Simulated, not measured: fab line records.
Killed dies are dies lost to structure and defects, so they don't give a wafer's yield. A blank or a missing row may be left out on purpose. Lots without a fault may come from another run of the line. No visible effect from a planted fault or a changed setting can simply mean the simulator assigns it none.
Which tool is to blame? + flow sky130 + Sampling: 15 lots, 45 wafers, 3 of 708 route steps

== WHAT THE GAUGES READ, wafer by wafer ==
SKY_VIA1_OVL_MEAS_13. Usual: for VIA1_OVL the level is 5 nm and the standard deviation is 5.1.
| lot  | measured     | on         | VIA1_OVL (nm) | flag |
|------|--------------|------------|---------------|------|
| L545 | day 34 15:24 | overlay-01 | 3 5 9         |      |
| L546 | day 35 02:10 | overlay-02 | 5 -1 -4       |      |
| L547 | day 35 07:27 | overlay-02 | 2 0 -2        |      |
| L549 | day 35 20:07 | overlay-02 | 2 12 12       |      |
| L551 | day 36 11:31 | overlay-01 | 7 3 5         |      |
| L552 | day 36 17:22 | overlay-01 | 8 9 9         |      |
| L553 | day 36 18:25 | overlay-01 | -1 -2 -3      |      |
| L554 | day 36 22:19 | overlay-01 | 14 10 9       |      |
| L555 | day 38 03:58 | overlay-01 | 1 9 10        |      |
| L557 | day 38 05:21 | overlay-01 | -5 2 -1       |      |
| L556 | day 38 06:00 | overlay-01 | 15 15 11      |      |
| L558 | day 38 12:22 | overlay-01 | 7 6 3         |      |
| L559 | day 38 14:24 | overlay-01 | -3 2 6        |      |
| L560 | day 38 20:22 | overlay-01 | -2 4 7        |      |
| L568 | day 40 23:04 | overlay-02 | 3 -2 2        |      |

SKY_VIA2_THK_MEAS_23: measures by xrf. Usual: for VIA2_W_THK the level is 399 nm and the standard deviation is 5.3.
| lot  | measured     | on            | VIA2_W_THK (nm) | flag |
|------|--------------|---------------|-----------------|------|
| L545 | day 37 00:10 | film_metro-04 | 399 391 398     |      |
| L546 | day 37 11:58 | film_metro-01 | 402 400 397     |      |
| L547 | day 37 15:33 | film_metro-01 | 391 396 400     |      |
| L549 | day 38 03:01 | film_metro-04 | 397 390 396     |      |
| L551 | day 38 19:13 | film_metro-02 | 399 406 397     |      |
| L552 | day 39 01:17 | film_metro-04 | 393 396 389     |      |
| L553 | day 39 02:01 | film_metro-01 | 402 401 390     |      |
| L554 | day 39 04:58 | film_metro-01 | 402 395 402     |      |
| L555 | day 40 10:11 | film_metro-04 | 400 393 394     |      |
| L557 | day 40 10:32 | film_metro-02 | 400 391 395     |      |
| L556 | day 40 11:17 | film_metro-01 | 394 401 399     |      |
| L558 | day 40 17:07 | film_metro-02 | 398 406 402     |      |
| L559 | day 40 19:50 | film_metro-02 | 394 401 391     |      |
| L560 | day 41 02:34 | film_metro-04 | 403 399 401     |      |
| L568 | day 43 02:02 | film_metro-02 | 408 404 412     |      |

== WHICH TOOL RAN EACH LOT (tool, then ch and the chambers of the sampled wafers, then the start) ==
| lot  | SKY_CONTACT_SPUTTER_23       |
|------|------------------------------|
| L545 | pvd_sputter-03, day 32 07:38 |
| L546 | pvd_sputter-01, day 32 18:23 |
| L547 | pvd_sputter-02, day 32 22:51 |
| L549 | pvd_sputter-03, day 33 12:38 |
| L551 | pvd_sputter-01, day 34 03:52 |
| L552 | pvd_sputter-01, day 34 09:38 |
| L553 | pvd_sputter-03, day 34 10:25 |
| L554 | pvd_sputter-01, day 34 15:41 |
| L555 | pvd_sputter-01, day 35 22:17 |
| L557 | pvd_sputter-02, day 36 00:04 |
| L556 | pvd_sputter-03, day 36 00:35 |
| L558 | pvd_sputter-01, day 36 05:50 |
| L559 | pvd_sputter-01, day 36 09:56 |
| L560 | pvd_sputter-03, day 36 16:02 |
| L568 | pvd_sputter-02, day 38 19:16 |
- SKY_CONTACT_SPUTTER_23: material TiN, target thk 20 nm, time 80 s.

== AS READ BY THE TOOLS THEMSELVES (means over the sampled wafers that have a number; for cases with no such wafer, the mark the record gives instead) ==
SKY_CONTACT_SPUTTER_23. Usual: throttle_valve_pct at 29.3 %, with a standard deviation of 0.95.
| lot  | tool           | throttle_valve_pct (%) | flag |
|------|----------------|------------------------|------|
| L545 | pvd_sputter-03 | 27.9                   |      |
| L546 | pvd_sputter-01 | 29.7                   |      |
| L547 | pvd_sputter-02 | 29.9                   |      |
| L549 | pvd_sputter-03 | 29.3                   |      |
| L551 | pvd_sputter-01 | 29.4                   |      |
| L552 | pvd_sputter-01 | 29.7                   |      |
| L553 | pvd_sputter-03 | 29.2                   |      |
| L554 | pvd_sputter-01 | 30.4                   |      |
| L555 | pvd_sputter-01 | 29.7                   |      |
| L557 | pvd_sputter-02 | 30.6                   |      |
| L556 | pvd_sputter-03 | 29.3                   |      |
| L558 | pvd_sputter-01 | 29.5                   |      |
| L559 | pvd_sputter-01 | 29.5                   |      |
| L560 | pvd_sputter-03 | 29.4                   |      |
| L568 | pvd_sputter-02 | 30.2                   |      |

== THE ANSWER, worked out from the rows above alone ==
Rule: take the mean of a lot's wafers that have a number; if it is more than 3 standard deviations from the usual mean, the lot is off. A lot without any number at a reading at which 4 lots or more have one is off too. Any other lot the step has rows for is counted as sound. Order of review: gauges by route order, followed by the tools' own readings, for which a lot's mean as printed above is used. At the first step where some lot is off, the reading lying furthest off is the one used; lots without a number count as furthest.
Across all readings shown, no lot is off: no conclusion can be drawn from this.

== WHAT THE SIMULATOR HAD PUT IN ==
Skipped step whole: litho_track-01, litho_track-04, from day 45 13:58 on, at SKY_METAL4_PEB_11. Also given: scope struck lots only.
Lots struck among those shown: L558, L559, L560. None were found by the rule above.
